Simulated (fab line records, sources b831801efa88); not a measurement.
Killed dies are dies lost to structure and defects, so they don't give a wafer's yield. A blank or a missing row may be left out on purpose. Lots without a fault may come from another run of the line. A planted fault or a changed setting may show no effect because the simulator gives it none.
Which tool did it? | flow gf180mcu | 12 lots, 36 wafers sampled, at 5 steps of a route of 602

WHAT THE GAUGES READ, wafer by wafer
GF_MIM_THK_MEAS_06. Usual: MIM_CVD_05_THK 42.1 nm, standard deviation 0.56.
lot  | measured     | on            | MIM_CVD_05_THK (nm) | flag
L867 | day 24 04:43 | film_metro-04 | 42.0 42.7 42.6      |
L868 | day 24 17:39 | film_metro-02 | 41.7 41.9 42.8      |
L876 | day 27 04:35 | film_metro-04 | 54.7 55.6 55.5      | OFF
L877 | day 27 15:38 | film_metro-02 | 54.9 54.6 55.5      | OFF
L882 | day 29 01:55 | film_metro-02 | 42.0 42.5 43.2      |
L884 | day 30 05:57 | film_metro-01 | 42.6 43.1 42.6      |
L885 | day 30 07:39 | film_metro-02 | 41.7 41.6 42.4      |
L886 | day 30 13:00 | film_metro-02 | 41.5 42.3 42.0      |
L887 | day 30 13:56 | film_metro-04 | 41.2 41.5 41.6      |
L888 | day 30 15:55 | film_metro-01 | 41.3 42.7 42.4      |
L889 | day 31 07:20 | film_metro-04 | 41.1 41.5 42.3      |
L890 | day 31 16:22 | film_metro-04 | 41.3 41.5 42.5      |

WHICH TOOL RAN EACH LOT (tool, then ch and the chambers of the sampled wafers, then the start)
lot  | GF_M4_METAL_ETCH_16               | GF_V4_ETCH_16                      | GF_MIM_SPUTTER_04            | GF_MIM_CVD_05
L867 | rie_metal-04 ch 0,1, day 23 03:48 | rie_diel-02 ch 2,3, day 24 03:05   | pvd_sputter-03, day 24 04:38 | pecvd-02 ch 1,2, day 24 04:40
L868 | rie_metal-02 ch 0,1, day 23 16:35 | rie_diel-02 ch 0,2,3, day 24 15:59 | pvd_sputter-03, day 24 17:34 | pecvd-04 ch 0,1,2, day 24 17:37
L876 | rie_metal-04 ch 0,1, day 26 05:45 | rie_diel-01 ch 0,1, day 27 02:58   | pvd_sputter-04, day 27 04:30 | pecvd-01 ch 0,1,2, day 27 04:32
L877 | rie_metal-01 ch 0,1, day 26 15:32 | rie_diel-03 ch 0,1,3, day 27 14:01 | pvd_sputter-04, day 27 15:33 | pecvd-01 ch 0,1,2, day 27 15:35
L882 | rie_metal-04 ch 0,1, day 28 03:17 | rie_diel-03 ch 0,1,2, day 29 00:17 | pvd_sputter-03, day 29 01:50 | pecvd-04 ch 0,2, day 29 01:53
L884 | rie_metal-04 ch 0,1, day 29 07:53 | rie_diel-03 ch 0,1,3, day 30 04:19 | pvd_sputter-04, day 30 05:50 | pecvd-01 ch 0,1,2, day 30 05:54
L885 | rie_metal-01 ch 0,1, day 29 09:52 | rie_diel-02 ch 1,2,3, day 30 06:02 | pvd_sputter-04, day 30 07:35 | pecvd-04 ch 0,1,2, day 30 07:37
L886 | rie_metal-02 ch 0,1, day 29 15:29 | rie_diel-03 ch 2,3, day 30 11:16   | pvd_sputter-04, day 30 12:55 | pecvd-04 ch 0,2, day 30 12:57
L887 | rie_metal-01 ch 0, day 29 16:33   | rie_diel-01 ch 1,3, day 30 12:13   | pvd_sputter-04, day 30 13:50 | pecvd-02 ch 0,1, day 30 13:53
L888 | rie_metal-02 ch 0,1, day 29 18:09 | rie_diel-02 ch 0,2, day 30 14:19   | pvd_sputter-04, day 30 15:51 | pecvd-01 ch 0,1,2, day 30 15:53
L889 | rie_metal-04 ch 0, day 30 10:23   | rie_diel-02 ch 0,1, day 31 05:43   | pvd_sputter-02, day 31 07:15 | pecvd-02 ch 0,1, day 31 07:17
L890 | rie_metal-01 ch 0,1, day 30 20:08 | rie_diel-02 ch 0,2,3, day 31 14:41 | pvd_sputter-04, day 31 16:17 | pecvd-01 ch 0,2, day 31 16:20
- GF_M4_METAL_ETCH_16: etches the open film in Cl2/BCl3, stops on SiO2, target depth 627.5 nm, time 104.6 s.
- GF_V4_ETCH_16: etches BARC in N2/H2.
- GF_MIM_SPUTTER_04: material TiN, target thk 50 nm, time 41.7 s.
- GF_MIM_CVD_05: deposits Si3N4, target thk 42 nm, time 29.086 s.

WHAT THE TOOLS THEMSELVES READ (means of the sampled wafers that have a number; where no wafer has one, the mark that the record gives instead)
GF_M4_METAL_ETCH_16. Usual: bcl3_flow_sccm 40.00 sccm, standard deviation 0.11; drypump_motor_current_A 5.3 A, standard deviation 0.54; mfc_cl2_sccm 80.00 sccm, standard deviation 0.26; oes_product_au 0.971 a.u., standard deviation 0.0059; throttle_valve_pct 28.251 %, standard deviation 0.0091.
lot  | tool         | bcl3_flow_sccm (sccm) | drypump_motor_current_A (A) | mfc_cl2_sccm (sccm) | oes_product_au (a.u.) | throttle_valve_pct (%) | flag
L867 | rie_metal-04 | 39.92                 | 5.5                         | 79.89               | 0.980                 | 28.242                 |
L868 | rie_metal-02 | 40.00                 | 5.4                         | 79.89               | 0.971                 | 28.257                 |
L876 | rie_metal-04 | 39.96                 | 5.9                         | 80.03               | 0.972                 | 28.249                 |
L877 | rie_metal-01 | 39.96                 | 4.8                         | 80.02               | 0.974                 | 28.253                 |
L882 | rie_metal-04 | 40.03                 | 5.6                         | 79.80               | 0.969                 | 28.257                 |
L884 | rie_metal-04 | 40.03                 | 5.6                         | 79.65               | 0.967                 | 28.257                 |
L885 | rie_metal-01 | 39.99                 | 4.7                         | 80.01               | 0.972                 | 28.253                 |
L886 | rie_metal-02 | 40.14                 | 5.6                         | 80.12               | 0.973                 | 28.254                 |
L887 | rie_metal-01 | 40.10                 | 4.7                         | 79.96               | 0.970                 | 28.248                 |
L888 | rie_metal-02 | 39.87                 | 5.6                         | 80.32               | 0.975                 | 28.240                 |
L889 | rie_metal-04 | 40.00                 | 6.3                         | 79.98               | 0.975                 | 28.252                 |
L890 | rie_metal-01 | 40.08                 | 4.8                         | 80.07               | 0.962                 | 28.256                 |

GF_V4_ETCH_16. Usual: drypump_motor_current_A 5.8 A, standard deviation 0.45; oes_product_au 0.855 a.u., standard deviation 0.0045; throttle_valve_pct 13.226 %, standard deviation 0.0088.
lot  | tool        | drypump_motor_current_A (A) | oes_product_au (a.u.) | throttle_valve_pct (%) | flag
L867 | rie_diel-02 | 5.6                         | 0.854                 | 13.226                 |
L868 | rie_diel-02 | 5.9                         | 0.859                 | 13.223                 |
L876 | rie_diel-01 | 5.1                         | 0.859                 | 13.232                 |
L877 | rie_diel-03 | 6.0                         | 0.853                 | 13.223                 |
L882 | rie_diel-03 | 5.8                         | 0.849                 | 13.226                 |
L884 | rie_diel-03 | 6.0                         | 0.854                 | 13.229                 |
L885 | rie_diel-02 | 5.6                         | 0.855                 | 13.222                 |
L886 | rie_diel-03 | 5.7                         | 0.857                 | 13.219                 |
L887 | rie_diel-01 | 5.9                         | 0.855                 | 13.224                 |
L888 | rie_diel-02 | 6.1                         | 0.854                 | 13.225                 |
L889 | rie_diel-02 | 5.9                         | 0.851                 | 13.225                 |
L890 | rie_diel-02 | 5.9                         | 0.854                 | 13.222                 |

GF_MIM_SPUTTER_04. Usual: throttle_valve_pct 29.8 %, standard deviation 1.2.
lot  | tool           | throttle_valve_pct (%) | flag
L867 | pvd_sputter-03 | 30.6                   |
L868 | pvd_sputter-03 | 30.0                   |
L876 | pvd_sputter-04 | 28.0                   |
L877 | pvd_sputter-04 | 29.9                   |
L882 | pvd_sputter-03 | 29.8                   |
L884 | pvd_sputter-04 | 28.8                   |
L885 | pvd_sputter-04 | 29.7                   |
L886 | pvd_sputter-04 | 28.0                   |
L887 | pvd_sputter-04 | 28.9                   |
L888 | pvd_sputter-04 | 29.6                   |
L889 | pvd_sputter-02 | 31.0                   |
L890 | pvd_sputter-04 | 29.0                   |

GF_MIM_CVD_05. Usual: heater_power_w 659 W, standard deviation 88; susceptor_temp_C 385.01 C, standard deviation 0.22.
lot  | tool     | heater_power_w (W) | susceptor_temp_C (C) | flag
L867 | pecvd-02 | 740                | 384.95               |
L868 | pecvd-04 | 603                | 385.21               |
L876 | pecvd-01 | 636                | 385.07               |
L877 | pecvd-01 | 646                | 385.06               |
L882 | pecvd-04 | 571                | 385.14               |
L884 | pecvd-01 | 631                | 385.07               |
L885 | pecvd-04 | 631                | 384.73               |
L886 | pecvd-04 | 571                | 384.76               |
L887 | pecvd-02 | 779                | 385.14               |
L888 | pecvd-01 | 641                | 384.75               |
L889 | pecvd-02 | 738                | 385.05               |
L890 | pecvd-01 | 609                | 385.05               |

THE ANSWER, worked out from the rows above alone
Rule: a lot is off if the mean of its wafers that have a number lies more than 3 standard deviations from the usual mean. A lot without any number at a reading at which 4 lots or more have one is off too. The other lots that the step has rows for count as sound. The gauges are gone through in route order, then the tools' own readings, and for those a lot's mean is taken as printed above. The first step at which some lot is off is used, and at that step the reading that is off furthest; a lot without a number counts as furthest.
Off: L876, L877, at GF_MIM_THK_MEAS_06 (MIM_CVD_05_THK).
A tool fits if, at a process step before that reading, it ran every lot that is off, and no sound lot after the first of them. The gauges at GF_MIM_THK_MEAS_06 are tried like those tools. None of those tried fits.

WHAT THE SIMULATOR HAD PUT IN
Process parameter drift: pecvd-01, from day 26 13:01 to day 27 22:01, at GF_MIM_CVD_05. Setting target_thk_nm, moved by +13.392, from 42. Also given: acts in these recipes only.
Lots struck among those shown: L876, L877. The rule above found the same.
